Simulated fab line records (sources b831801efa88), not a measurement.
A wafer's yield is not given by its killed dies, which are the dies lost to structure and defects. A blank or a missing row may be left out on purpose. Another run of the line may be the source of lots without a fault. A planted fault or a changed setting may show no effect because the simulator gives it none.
fab line records    flow sky130
record lots=6  wafers=18  last-day=50
route steps=708 shown SD_N@344 SD_P@359 RES_XHIGH@360 PAD_OPEN@708
lots with no fault: from the same line, run without faults
start-h: hours from the record's first day to the start of the lot's first wafer shown    wait-h: hours from the lot's prior step to this one    " as in the row above    L1.1+2: a row that stands for several wafers    - either no value or no given start    * or withheld: withheld    < > ~ a bound
route shown NAME@n: a module of which the file shows steps, and the number in the route of the first    usual: mean and standard deviation over wafers with no fault    same: alike in all rows    chamber/n: place in a boat    sites: each site's reading    _std_site: the values' standard deviation    _edge_site: outer sites' mean less inner sites'    radius-mm: how far each site lies from the wafer's centre    mask NAME#n: copy n    behind: the last tool/chamber to shape the wafer    hold: why the lot was held/for how many hours/how that ended    device: which transistor (n, p or np) failed to switch    end of line: the tests these same wafers got at the end of their route    step lacking rows: just its recipe    killed: not the wafer's yield, but the dies lost to structure and defects at the first sort    map: dies across one wafer; x = killed, . = not, _ = none there
set.NAME: setting as actually run; set.NAME@STEP: the setting as run at that earlier step    model.NAME: the simulator's own value behind a step, which no gauge read
lots at some steps of the route; a table a step, a row a wafer
services: from which hour (start-h, from the record's first day; less than 0 if before it) a tool's chamber was out of use, for how many hours, and why
## steps
# step SKY_SD_N_COAT_02
# recipe resist=NOVOLAK  spin-rpm=3000  resist-thk-nm=1140
# step SKY_SD_N_SOFTBAKE_03
# recipe temp-c=90  time-s=60  resist=NOVOLAK
# step SKY_SD_N_EXPOSE_04
# recipe mask-id=NSDM  na=0.6  source-shape=conventional  sigma-outer=0.6  polarization=unpolarized  target-cd-nm=380  dose-mj=141
# step SKY_SD_N_PEB_05
# recipe temp-c=withheld  time-s=*  resist=NOVOLAK
# step SKY_SD_N_DEVELOP_06
# recipe resist=NOVOLAK  developer=TMAH  develop-time-s=60  dev-temp-c=23
# step SKY_SD_N_CD_MEAS_07
# recipe target-cd-nm=380
# usual cd-nm=381/3.1
lot.wafer  tool       chamber  start-h  wait-h  cd-nm
L853.2     cd-sem-02  -        688.19   0.1     381
L853.5     "          -        "        "       381
L853.6     "          -        "        "       381
L856.2     cd-sem-01  -        704.33   0.1     387
L856.3     "          -        "        "       384
L856.5     "          -        "        "       385
L860.2     cd-sem-01  -        738.88   0.1     378
L860.4     "          -        "        "       380
L860.6     "          -        "        "       378
L862.1     cd-sem-02  -        748.26   0.1     388
L862.2     "          -        "        "       386
L862.6     "          -        "        "       385
L867.2     cd-sem-02  -        785.99   0.1     379
L867.4     "          -        "        "       377
L867.6     "          -        "        "       379
L873.1     cd-sem-01  -        819.36   0.1     381
L873.4     "          -        "        "       381
L873.5     "          -        "        "       379
# step SKY_SD_N_OVL_MEAS_08
# usual SD_N_OVL=0.6/1.4
lot.wafer  tool        chamber  start-h  wait-h  SD_N_OVL[nm]
L853.2     overlay-02  -        688.29   0.1     1.7
L853.5     "           -        "        "       1.6
L853.6     "           -        "        "       3.6
L856.2     overlay-01  -        704.43   0.1     0.0
L856.3     "           -        "        "       -0.7
L856.5     "           -        "        "       0.5
L860.2     overlay-02  -        738.99   0.1     0.4
L860.4     "           -        "        "       0.9
L860.6     "           -        "        "       1.3
L862.1     overlay-02  -        748.38   0.1     1.4
L862.2     "           -        "        "       1.3
L862.6     "           -        "        "       1.0
L867.2     overlay-02  -        786.09   0.1     -0.2
L867.4     "           -        "        "       -0.8
L867.6     "           -        "        "       1.4
L873.1     overlay-01  -        819.48   0.1     1.7
L873.4     "           -        "        "       -0.4
L873.5     "           -        "        "       1.5
# step SKY_SD_N_IMPLANT_09
# recipe species=As  energy-kev=50  dose-cm2=4e+15  tilt-deg=0
# step SKY_SD_N_IMPLANT_10
# recipe species=P  energy-kev=20  dose-cm2=1e+14  tilt-deg=0
# step SKY_SD_N_STRIP_11
# recipe chemistry=O2/N2  power-w=1400  pressure-mtorr=1500  platen-temp-c=withheld  o2-flow-sccm=3000  n2-flow-sccm=300  overash-fraction=0.5
# usual chamber-pressure-mTorr=1499.9/1.2  drypump-motor-current-A=5.7/0.56  oes-product-au=0.527/0.0044  strip-time-to-endpoint-s=22.54/0.039
lot.wafer  tool             chamber  start-h  wait-h  chamber-pressure-mTorr  drypump-motor-current-A  oes-product-au  rf-hours-counter-h  strip-time-to-endpoint-s
L853.2     plasma-asher-03  1        688.62   0.1     1499.7                  5.6                      0.531           95                  22.55
L853.5     "                0        "        "       1499.0                  6.2                      0.526           -                   22.58
L853.6     "                1        "        "       1498.5                  5.6                      0.526           -                   22.56
L856.2     plasma-asher-01  1        704.76   0.1     1498.1                  4.9                      0.528           30                  22.58
L856.3     "                1        "        "       1500.9                  4.9                      0.528           -                   22.56
L856.5     "                1        "        "       1498.8                  4.9                      0.523           -                   22.61
L860.2     plasma-asher-01  0        739.32   0.1     1497.1                  5.8                      0.523           34                  22.50
L860.4     "                1        "        "       1500.5                  4.9                      0.521           -                   22.50
L860.6     "                1        "        "       1498.8                  4.9                      0.523           -                   22.49
L862.1     plasma-asher-03  0        748.72   0.1     1500.6                  6.2                      0.531           1                   22.54
L862.2     "                1        "        "       1500.1                  5.6                      0.525           1                   22.52
L862.6     "                0        "        "       1499.6                  6.2                      0.522           -                   22.58
L867.2     plasma-asher-01  1        786.42   0.1     1501.3                  4.9                      0.529           38                  22.53
L867.4     "                1        "        "       1498.6                  4.9                      0.536           -                   22.53
L867.6     "                1        "        "       1500.7                  4.9                      0.522           -                   22.52
L873.1     plasma-asher-01  0        819.81   0.1     1499.9                  5.7                      0.530           42                  22.54
L873.4     "                0        "        "       1500.6                  5.8                      0.517           -                   22.54
L873.5     "                1        "        "       1499.8                  4.9                      0.525           -                   22.53
# step SKY_SD_N_TW_MEAS_12
# usual SD_N_TW=3954/33
lot.wafer  tool           chamber  start-h  wait-h  SD_N_TW
L853.2     film-metro-02  -        688.73   0.1     3904
L853.5     "              -        "        "       3925
L853.6     "              -        "        "       3941
L856.2     film-metro-01  -        704.87   0.1     3968
L856.3     "              -        "        "       3950
L856.5     "              -        "        "       3967
L860.2     film-metro-02  -        739.43   0.1     3961
L860.4     "              -        "        "       3978
L860.6     "              -        "        "       3946
L862.1     film-metro-02  -        748.82   0.1     3967
L862.2     "              -        "        "       3970
L862.6     "              -        "        "       3948
L867.2     film-metro-01  -        786.53   0.1     3944
L867.4     "              -        "        "       3977
L867.6     "              -        "        "       3979
L873.1     film-metro-01  -        819.91   0.1     4017
L873.4     "              -        "        "       3999
L873.5     "              -        "        "       3998
# step SKY_SD_N_CLEAN_13
# recipe chemistry=SC1/SC2  mix=1:4:20  temp-c=70  time-s=150  dry=n2-spin
# step SKY_SD_N_RTA_14
# recipe temp-c=1075  time-s=2  idle-temp-c=650  ramp-up-c-per-s=150  ramp-down-c-per-s=90  ambient=N2
# usual lamp-power-pct=15.74/0.051  ramp-up-c-per-s=150.00/0.028  wafer_temp_C_max=1078.1/1.2
lot.wafer  tool           chamber  start-h  wait-h  lamp-power-pct  ramp-up-c-per-s  wafer_temp_C_max
L853.2     rtp-anneal-02  0        688.85   0.0     15.73           150.06           1076.9
L853.5     "              0        "        "       15.83           149.98           1077.9
L853.6     "              0        "        "       15.69           149.99           1079.2
L856.2     rtp-anneal-01  0        704.98   0.0     15.73           150.02           1078.4
L856.3     "              0        "        "       15.67           149.99           1075.7
L856.5     "              0        "        "       15.73           149.96           1076.4
L860.2     rtp-anneal-02  0        739.54   0.0     15.29           149.95           1079.5
L860.4     "              0        "        "       15.28           150.00           1077.8
L860.6     "              0        "        "       15.27           150.00           1081.4
L862.1     rtp-anneal-02  0        748.93   0.0     15.38           150.10           1079.2
L862.2     "              0        "        "       15.30           149.99           1079.6
L862.6     "              0        "        "       15.23           150.01           1076.9
L867.2     rtp-anneal-01  0        786.65   0.0     15.75           149.96           1077.8
L867.4     "              0        "        "       15.68           150.00           1077.2
L867.6     "              0        "        "       15.81           149.98           1077.1
L873.1     rtp-anneal-01  0        820.02   0.0     15.73           150.00           1079.1
L873.4     "              0        "        "       15.74           149.98           1078.0
L873.5     "              0        "        "       15.77           149.99           1080.6
# step SKY_SD_N_RS_MEAS_16
# recipe thk-meas-gauge=four-point-probe
# usual SD_N_RS=68.57/0.12
lot.wafer  tool           chamber  start-h  wait-h  SD_N_RS[ohm/sq]
L853.2     film-metro-03  -        689.03   0.1     68.76
L853.5     "              -        "        "       68.66
L853.6     "              -        "        "       68.68
L856.2     film-metro-03  -        705.17   0.1     68.62
L856.3     "              -        "        "       68.67
L856.5     "              -        "        "       68.65
L860.2     film-metro-03  -        739.72   0.1     70.66
L860.4     "              -        "        "       70.75
L860.6     "              -        "        "       70.82
L862.1     film-metro-02  -        749.10   0.1     70.55
L862.2     "              -        "        "       70.64
L862.6     "              -        "        "       70.68
L867.2     film-metro-02  -        786.83   0.1     68.47
L867.4     "              -        "        "       68.56
L867.6     "              -        "        "       68.48
L873.1     film-metro-03  -        820.20   0.1     68.64
L873.4     "              -        "        "       68.55
L873.5     "              -        "        "       68.70
# step SKY_SD_N_RS_MEAS_17
# recipe thk-meas-gauge=four-point-probe
# usual SD_P_RS=147.2/0.42
lot.wafer  tool           chamber  start-h  wait-h  SD_P_RS[ohm/sq]
L853.2     film-metro-03  -        689.15   0.1     147.3
L853.5     "              -        "        "       147.2
L853.6     "              -        "        "       147.2
L856.2     film-metro-03  -        705.29   0.1     147.7
L856.3     "              -        "        "       147.5
L856.5     "              -        "        "       147.7
L860.2     film-metro-03  -        739.84   0.1     158.2
L860.4     "              -        "        "       159.1
L860.6     "              -        "        "       158.4
L862.1     film-metro-02  -        749.22   0.1     158.4
L862.2     "              -        "        "       158.7
L862.6     "              -        "        "       158.4
L867.2     film-metro-02  -        786.95   0.1     146.7
L867.4     "              -        "        "       147.0
L867.6     "              -        "        "       146.9
L873.1     film-metro-03  -        820.32   0.1     147.2
L873.4     "              -        "        "       147.1
L873.5     "              -        "        "       147.7
# step SKY_SD_N_RS_MEAS_18
# recipe thk-meas-gauge=four-point-probe
# usual RES_XHIGH_RS=333.1/0.98
lot.wafer  tool           chamber  start-h  wait-h  RES_XHIGH_RS[ohm/sq]
L853.2     film-metro-03  -        689.27   0.1     333.6
L853.5     "              -        "        "       333.8
L853.6     "              -        "        "       333.2
L856.2     film-metro-03  -        705.41   0.1     334.1
L856.3     "              -        "        "       334.9
L856.5     "              -        "        "       333.1
L860.2     film-metro-03  -        739.96   0.1     334.8
L860.4     "              -        "        "       335.5
L860.6     "              -        "        "       335.7
L862.1     film-metro-02  -        749.34   0.1     333.8
L862.2     "              -        "        "       335.3
L862.6     "              -        "        "       333.0
L867.2     film-metro-02  -        787.07   0.1     332.4
L867.4     "              -        "        "       332.8
L867.6     "              -        "        "       331.7
L873.1     film-metro-03  -        820.44   0.1     332.3
L873.4     "              -        "        "       334.4
L873.5     "              -        "        "       333.9
# step SKY_PAD_OPEN_PROBE_99
# usual killed_at_M0_to_M3=44/6.5  killed_at_M4_up=3.3/1.9  killed-at-contacts=24/5.3  killed-at-front-end=15/4.5  killed-at-other=0.3/0.58  killed-dies=87/9.3  killed-open=48/6.6  killed-short=39/6.1
# same gross-dies=492  killed-at-back-side=0
lot.wafer  tool       chamber  start-h  wait-h  killed_at_M0_to_M3  killed_at_M4_up  killed-at-contacts  killed-at-front-end  killed-at-other  killed-dies  killed-open  killed-short  model.etest.res-xhigh-po.line-ohm-um  model.etest.res-xhigh-po.rs-ohm-sq  model.etest.pfet_01v8.r-on-ohm-um  model.etest.res-pdiff.line-ohm-um  model.etest.res-high-po.line-ohm-um  model.etest.licon-high-po.rc-ohm  model.etest.res-ndiff.line-ohm-um  model.etest.licon-pdiff.rc-ohm
L853.2     prober-02  -        1106.10  0.1     44                  0                29                  7                    1                81           47           34            5404                                  1923                                3003                               1352                               718.3                                338.6                             769.4                              577.5
L853.5     prober-02  -        1106.25  0.2     47                  3                22                  15                   0                87           50           37            5547                                  1967                                2998                               1334                               742.9                                338.8                             774                                569.8
L853.6     prober-02  -        1106.30  0.2     45                  1                18                  13                   0                77           43           34            5406                                  1917                                2974                               1324                               726.3                                336.5                             756                                577.3
L856.2     prober-01  -        1115.84  0.1     46                  0                25                  15                   1                87           52           35            5813                                  2007                                2949                               1357                               738.2                                342.3                             769.8                              572.7
L856.3     prober-01  -        1115.89  0.2     32                  5                30                  15                   1                83           42           41            5558                                  1928                                2931                               1356                               720.6                                345.3                             765.3                              597
L856.5     prober-01  -        1115.99  0.2     53                  3                31                  17                   0                104          59           45            5534                                  1959                                2908                               1364                               724.9                                343.4                             769.6                              576.4
L860.2     prober-02  -        1143.18  0.1     51                  3                30                  20                   0                104          54           50            6344                                  2201                                3051                               1458                               811.3                                418.4                             793                                605.6
L860.4     prober-02  -        1143.28  0.2     48                  5                21                  14                   0                88           47           41            6372                                  2228                                3072                               1491                               820                                  399.1                             802.8                              616.6
L860.6     prober-02  -        1143.38  0.2     45                  8                23                  12                   0                88           50           38            6268                                  2177                                3060                               1478                               793.6                                408.7                             788.9                              622.9
L862.1     prober-02  -        1148.68  0.1     44                  2                25                  26                   0                97           49           48            6302                                  2277                                3098                               1497                               806                                  428.8                             805.5                              588
L862.2     prober-02  -        1148.73  0.1     43                  5                21                  24                   1                94           53           41            6603                                  2301                                3054                               1529                               828.4                                403.6                             805.4                              619.1
L862.6     prober-02  -        1148.93  0.2     39                  2                27                  13                   1                82           43           39            6299                                  2214                                3054                               1530                               813.8                                403.4                             807.1                              622.9
L867.2     prober-01  -        1174.93  0.1     54                  4                18                  8                    0                84           38           46            5536                                  1984                                2936                               1406                               733.1                                337.6                             782.1                              556.1
L867.4     prober-01  -        1175.03  0.2     47                  3                18                  18                   0                86           45           41            5714                                  2051                                2974                               1375                               750.5                                354.4                             778.1                              587.3
L867.6     prober-01  -        1175.13  0.2     33                  4                25                  19                   0                81           41           40            5977                                  2079                                2929                               1408                               748.1                                339.3                             788.5                              566.3
L873.1     prober-02  -        1193.90  0.1     50                  7                24                  11                   1                93           54           39            5575                                  1951                                2969                               1359                               737.9                                344.6                             740.4                              591.9
L873.4     prober-02  -        1194.05  0.2     44                  6                33                  14                   0                97           52           45            5844                                  2020                                2871                               1354                               755.6                                344.2                             744.6                              609.5
L873.5     prober-02  -        1194.10  0.2     48                  2                29                  11                   2                92           52           40            5657                                  1989                                2977                               1354                               737.7                                357.9                             743.7                              606.1
# killed by level:class
L853.2 CONTACT:geometric-particle:open=13 VIA1:geometric-particle:open=11 VIA2:geometric-particle:open=7 LI_CONTACT:geometric-particle:open=6 VIA3:geometric-particle:short=6 LOCAL_INTERCONNECT:geometric-particle:short=4 METAL1:geometric-particle:short=4 METAL2:geometric-particle:short=4
L853.5 VIA1:geometric-particle:open=14 VIA3:geometric-particle:open=9 CONTACT:geometric-particle:open=7 METAL2:geometric-particle:short=6 FIELD_ISO:geometric-particle:short=5 LI_CONTACT:geometric-particle:open=5 LOCAL_INTERCONNECT:geometric-particle:short=5 FIELD_ISO:geometric-particle:open=4
L853.6 VIA3:geometric-particle:open=10 VIA1:geometric-particle:open=8 METAL1:geometric-particle:short=6 VIA1:geometric-particle:short=6 CONTACT:geometric-particle:open=5 LI_CONTACT:geometric-particle:open=5 FIELD_ISO:geometric-particle:open=4 METAL2:geometric-particle:short=4
L856.2 VIA1:geometric-particle:open=12 CONTACT:geometric-particle:open=10 LI_CONTACT:geometric-particle:open=8 VIA2:geometric-particle:open=8 METAL2:geometric-particle:short=6 VIA2:geometric-particle:short=6 FIELD_ISO:geometric-particle:short=4 VIA1:geometric-particle:short=4
L856.3 VIA2:geometric-particle:open=9 CONTACT:geometric-particle:open=8 CONTACT:geometric-particle:short=8 LI_CONTACT:geometric-particle:open=7 FIELD_ISO:geometric-particle:open=5 METAL1:geometric-particle:short=5 VIA1:geometric-particle:short=5 LOCAL_INTERCONNECT:geometric-particle:short=4
L856.5 VIA1:geometric-particle:open=13 CONTACT:geometric-particle:open=11 LI_CONTACT:geometric-particle:open=9 VIA3:geometric-particle:open=8 VIA1:geometric-particle:short=6 FIELD_ISO:geometric-particle:short=5 FIELD_ISO:geometric-particle:open=5 POLY_GATE:geometric-particle:short=5
L860.2 CONTACT:geometric-particle:open=14 METAL1:geometric-particle:short=10 VIA1:geometric-particle:open=10 VIA2:geometric-particle:open=8 FIELD_ISO:geometric-particle:short=6 LI_CONTACT:geometric-particle:open=5 LOCAL_INTERCONNECT:geometric-particle:short=5 VIA2:geometric-particle:short=5
L860.4 VIA1:geometric-particle:open=16 CONTACT:geometric-particle:open=11 METAL1:geometric-particle:short=6 METAL4:geometric-particle:short=5 POLY_GATE:geometric-particle:short=4 VIA2:geometric-particle:short=4 LI_CONTACT:geometric-particle:open=4 VIA3:geometric-particle:open=4
L860.6 VIA3:geometric-particle:open=10 CONTACT:geometric-particle:open=8 LI_CONTACT:geometric-particle:open=7 METAL1:geometric-particle:short=6 VIA1:geometric-particle:short=6 VIA1:geometric-particle:open=6 LOCAL_INTERCONNECT:geometric-particle:short=4 METAL4:geometric-particle:short=4
L862.1 CONTACT:geometric-particle:open=10 LI_CONTACT:geometric-particle:open=9 METAL2:geometric-particle:short=9 VIA1:geometric-particle:open=8 VIA1:geometric-particle:short=8 FIELD_ISO:geometric-particle:short=7 POLY_GATE:geometric-particle:short=7 VIA2:geometric-particle:open=6
L862.2 VIA1:geometric-particle:open=12 VIA3:geometric-particle:open=9 METAL1:geometric-particle:short=8 CONTACT:geometric-particle:open=7 POLY_GATE:geometric-particle:short=7 LI_CONTACT:geometric-particle:open=7 CONTACT:geometric-particle:short=7 FIELD_ISO:geometric-particle:open=4
L862.6 VIA1:geometric-particle:open=14 CONTACT:geometric-particle:open=8 FIELD_ISO:geometric-particle:short=7 VIA2:geometric-particle:open=7 LI_CONTACT:geometric-particle:open=6 CONTACT:geometric-particle:short=6 VIA1:geometric-particle:short=4 POLY_GATE:geometric-particle:short=3
L867.2 VIA1:geometric-particle:open=13 METAL2:geometric-particle:short=9 METAL1:geometric-particle:short=7 VIA2:geometric-particle:open=7 FIELD_ISO:geometric-particle:short=6 CONTACT:geometric-particle:short=6 VIA1:geometric-particle:short=6 CONTACT:geometric-particle:open=5
L867.4 VIA1:geometric-particle:open=12 VIA3:geometric-particle:open=9 VIA1:geometric-particle:short=6 POLY_GATE:geometric-particle:short=5 LI_CONTACT:geometric-particle:open=5 POLY_GATE:geometric-particle:open=4 CONTACT:geometric-particle:open=4 METAL2:geometric-particle:short=4
L867.6 FIELD_ISO:geometric-particle:short=7 LI_CONTACT:geometric-particle:open=7 CONTACT:geometric-particle:open=7 VIA1:geometric-particle:open=6 VIA3:geometric-particle:open=6 METAL2:geometric-particle:short=5 FIELD_ISO:geometric-particle:open=4 CONTACT:geometric-particle:short=4
L873.1 VIA1:geometric-particle:open=10 METAL1:geometric-particle:short=8 LI_CONTACT:geometric-particle:open=8 VIA2:geometric-particle:open=8 CONTACT:geometric-particle:open=7 VIA1:geometric-particle:short=7 CONTACT:geometric-particle:short=7 VIA3:geometric-particle:open=6
L873.4 CONTACT:geometric-particle:open=14 VIA1:geometric-particle:open=12 METAL2:geometric-particle:short=8 POLY_GATE:geometric-particle:short=6 LOCAL_INTERCONNECT:geometric-particle:short=6 VIA2:geometric-particle:open=6 METAL3:geometric-particle:short=5 LI_CONTACT:geometric-particle:short=5
L873.5 VIA1:geometric-particle:open=17 CONTACT:geometric-particle:open=16 CONTACT:geometric-particle:short=6 VIA2:geometric-particle:open=6 METAL1:geometric-particle:short=5 VIA1:geometric-particle:short=5 METAL3:geometric-particle:short=5 FIELD_ISO:geometric-particle:short=4
## services
tool             chamber  start-h  hours  kind
plasma-asher-03  -        679.06   3.1    repair
plasma-asher-03  -        726.85   3.9    repair
plasma-asher-03  -        733.75   9.0    pm
plasma-asher-03  0        733.75   9.0    vent-cycle
plasma-asher-03  1        733.75   9.0    vent-cycle
plasma-asher-03  -        738.77   3.7    repair
plasma-asher-03  0        742.75   -      clean
plasma-asher-03  1        742.75   -      clean
plasma-asher-01  -        787.57   2.8    pm
plasma-asher-03  -        808.35   2.8    pm
## key
first-sign step=SKY_SD_N_RTA_14  reading=lamp-power-pct  direction=down  sigmas=8.8  usual=15.74  struck=15.29
effect step=SKY_SD_N_RS_MEAS_16  reading=SD_N_RS  direction=up  sigmas=17  usual=68.57  struck=70.68
effect step=SKY_SD_N_RS_MEAS_17  reading=SD_P_RS  direction=up  sigmas=27  usual=147.2  struck=158.5
effect step=SKY_SD_N_RS_MEAS_18  reading=RES_XHIGH_RS  direction=up  sigmas=1.6  usual=333.1  struck=334.7
model-effect step=SKY_PAD_OPEN_PROBE_99  value=etest.res-xhigh-po.line-ohm-um  without=5605  struck=6365
met-at SKY_SD_N_RTA_14
struck-wafers L860.2,L860.4,L860.6,L862.1,L862.2,L862.6
tester-left-out L860,L862
onset-between 688.85 739.54
fault kind=process-parameter-drift  tool=rtp-anneal-02  chamber=-  onset-h=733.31  steps=SKY_SD_N_RTA_14  channel=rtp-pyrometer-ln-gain  offset=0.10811  shape=step  end-h=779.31
# tester-left-out: of these lots the tester's yield and bins aren't shown, on N5 and GAA mostly nor the transistor test; their killed dies are dies lost to structure and defects alone, not to doping, threshold or leakage, so they don't give the yield
